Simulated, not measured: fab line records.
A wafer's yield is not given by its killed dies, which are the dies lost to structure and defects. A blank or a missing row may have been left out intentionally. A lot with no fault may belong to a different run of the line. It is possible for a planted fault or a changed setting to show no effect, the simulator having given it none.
Tool commonality check || flow sky130 || Lots sampled 14, wafers sampled 42

== WHAT PROMPTED THE OPENING ==
At SKY_VIA3_THK_MEAS_01 the reading VIA3_HDPCVD_THK is flagged on 3 of 14 lots. Wafers without a fault read 1632 nm, standard deviation 16.
Rule: flag the lot when none of its wafers has a number, or when each of its wafers that has one lies beyond 4 standard deviations from that mean. All remaining lots are regarded as sound.

{"lot": "L262", "measured": "day 38 14:41", "on": "film_metro-02", "VIA3_HDPCVD_THK (nm), wafer by wafer": "1623 1661 1624", "flag": ""}
{"lot": "L263", "measured": "day 39 06:47", "on": "film_metro-01", "VIA3_HDPCVD_THK (nm), wafer by wafer": "1628 1637 1629", "flag": ""}
{"lot": "L265", "measured": "day 39 20:08", "on": "film_metro-04", "VIA3_HDPCVD_THK (nm), wafer by wafer": "1617 1621 1647", "flag": ""}
{"lot": "L264", "measured": "day 40 01:13", "on": "film_metro-02", "VIA3_HDPCVD_THK (nm), wafer by wafer": "1637 1652 1629", "flag": ""}
{"lot": "L266", "measured": "day 40 08:32", "on": "film_metro-01", "VIA3_HDPCVD_THK (nm), wafer by wafer": "1633 1615 1627", "flag": ""}
{"lot": "L267", "measured": "day 40 11:15", "on": "film_metro-04", "VIA3_HDPCVD_THK (nm), wafer by wafer": "1629 1641 1621", "flag": ""}
{"lot": "L269", "measured": "day 40 16:28", "on": "film_metro-01", "VIA3_HDPCVD_THK (nm), wafer by wafer": "1628 1647 1635", "flag": ""}
{"lot": "L268", "measured": "day 40 19:50", "on": "film_metro-04", "VIA3_HDPCVD_THK (nm), wafer by wafer": "1644 1635 1650", "flag": ""}
{"lot": "L270", "measured": "day 41 07:04", "on": "film_metro-02", "VIA3_HDPCVD_THK (nm), wafer by wafer": "1978 1968 1993", "flag": "FLAGGED"}
{"lot": "L271", "measured": "day 41 14:02", "on": "film_metro-04", "VIA3_HDPCVD_THK (nm), wafer by wafer": "1971 1968 1979", "flag": "FLAGGED"}
{"lot": "L272", "measured": "day 42 00:04", "on": "film_metro-04", "VIA3_HDPCVD_THK (nm), wafer by wafer": "1970 1941 1977", "flag": "FLAGGED"}
{"lot": "L278", "measured": "day 43 09:49", "on": "film_metro-01", "VIA3_HDPCVD_THK (nm), wafer by wafer": "1638 1606 1632", "flag": ""}
{"lot": "L281", "measured": "day 44 02:42", "on": "film_metro-02", "VIA3_HDPCVD_THK (nm), wafer by wafer": "1645 1613 1634", "flag": ""}
{"lot": "L285", "measured": "day 45 05:58", "on": "film_metro-01", "VIA3_HDPCVD_THK (nm), wafer by wafer": "1599 1616 1607", "flag": ""}
Average over the flagged lots: 1972 nm; offset from the usual +340 nm, equal to +21 standard deviations.

== EACH LOT AND THE TOOL IT RAN ON ==
The record keeps 1 process step preceding the reading, out of 708 steps on the route. Every cell lists first the tool, next ch and the chambers used by the sampled wafers, and last the start.
{"lot": "L262", "flag": "", "SKY_VIA3_HDPCVD_00": "hdpcvd-01 ch 0,1,2, day 38 14:29"}
{"lot": "L263", "flag": "", "SKY_VIA3_HDPCVD_00": "hdpcvd-02 ch 1,2, day 39 06:37"}
{"lot": "L265", "flag": "", "SKY_VIA3_HDPCVD_00": "hdpcvd-02 ch 0,1, day 39 19:57"}
{"lot": "L264", "flag": "", "SKY_VIA3_HDPCVD_00": "hdpcvd-01 ch 0,2, day 40 01:03"}
{"lot": "L266", "flag": "", "SKY_VIA3_HDPCVD_00": "hdpcvd-01 ch 0,2, day 40 08:22"}
{"lot": "L267", "flag": "", "SKY_VIA3_HDPCVD_00": "hdpcvd-02 ch 1,2, day 40 11:04"}
{"lot": "L269", "flag": "", "SKY_VIA3_HDPCVD_00": "hdpcvd-01 ch 0,2, day 40 16:17"}
{"lot": "L268", "flag": "", "SKY_VIA3_HDPCVD_00": "hdpcvd-01 ch 0,2, day 40 19:39"}
{"lot": "L270", "flag": "FLAGGED", "SKY_VIA3_HDPCVD_00": "hdpcvd-01 ch 0,1,2, day 41 06:56"}
{"lot": "L271", "flag": "FLAGGED", "SKY_VIA3_HDPCVD_00": "hdpcvd-01 ch 1,2, day 41 13:52"}
{"lot": "L272", "flag": "FLAGGED", "SKY_VIA3_HDPCVD_00": "hdpcvd-01 ch 0,1,2, day 41 23:54"}
{"lot": "L278", "flag": "", "SKY_VIA3_HDPCVD_00": "hdpcvd-02 ch 0,2, day 43 09:38"}
{"lot": "L281", "flag": "", "SKY_VIA3_HDPCVD_00": "hdpcvd-02 ch 0,2, day 44 02:32"}
{"lot": "L285", "flag": "", "SKY_VIA3_HDPCVD_00": "hdpcvd-02 ch 0,1,2, day 45 05:50"}
These steps, and what they do:
- SKY_VIA3_HDPCVD_00: deposits SiO2, target thk 1635 nm, time 272.5 s.
- SKY_VIA3_THK_MEAS_01

== FLAGGED OVER TOTAL, TOOL BY TOOL (the gauges that took the reading come last) ==
{"step": "SKY_VIA3_HDPCVD_00", "tool": "hdpcvd-01", "lots run": 8, "flagged": 3, "share of the flagged lots": "all", "sound lots run after its first flagged lot": 0}
{"step": "SKY_VIA3_HDPCVD_00", "tool": "hdpcvd-02", "lots run": 6, "flagged": 0, "share of the flagged lots": "none", "sound lots run after its first flagged lot": "-"}
{"step": "SKY_VIA3_THK_MEAS_01", "tool": "film_metro-01", "lots run": 5, "flagged": 0, "share of the flagged lots": "none", "sound lots run after its first flagged lot": "-"}
{"step": "SKY_VIA3_THK_MEAS_01", "tool": "film_metro-02", "lots run": 4, "flagged": 1, "share of the flagged lots": "some", "sound lots run after its first flagged lot": "1 (L281)"}
{"step": "SKY_VIA3_THK_MEAS_01", "tool": "film_metro-04", "lots run": 5, "flagged": 2, "share of the flagged lots": "some", "sound lots run after its first flagged lot": 0}

== THE TABLE: WHAT IT ALLOWS ==
All flagged lots share 1 row of the table, namely hdpcvd-01 at SKY_VIA3_HDPCVD_00.
- hdpcvd-01 at SKY_VIA3_HDPCVD_00 ran 8 lots, 3 of them flagged. A fault beginning between L268 (day 40 19:39), its last sound lot, and L270 (day 41 06:56), its first flagged one, fits the data. Its own readings (sih4_flow_sccm) fall more than 4 standard deviations out on all wafers of the flagged lots.
One tool is left: hdpcvd-01 at SKY_VIA3_HDPCVD_00.

== WHAT HAD BEEN PUT IN BY THE SIMULATOR ==
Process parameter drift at SKY_VIA3_HDPCVD_00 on hdpcvd-01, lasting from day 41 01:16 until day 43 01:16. Setting sih4_flow_sccm, moved by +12, from 60. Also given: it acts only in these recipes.
Shown lots that were struck: L270, L271, L272. The rule above reached the same finding.
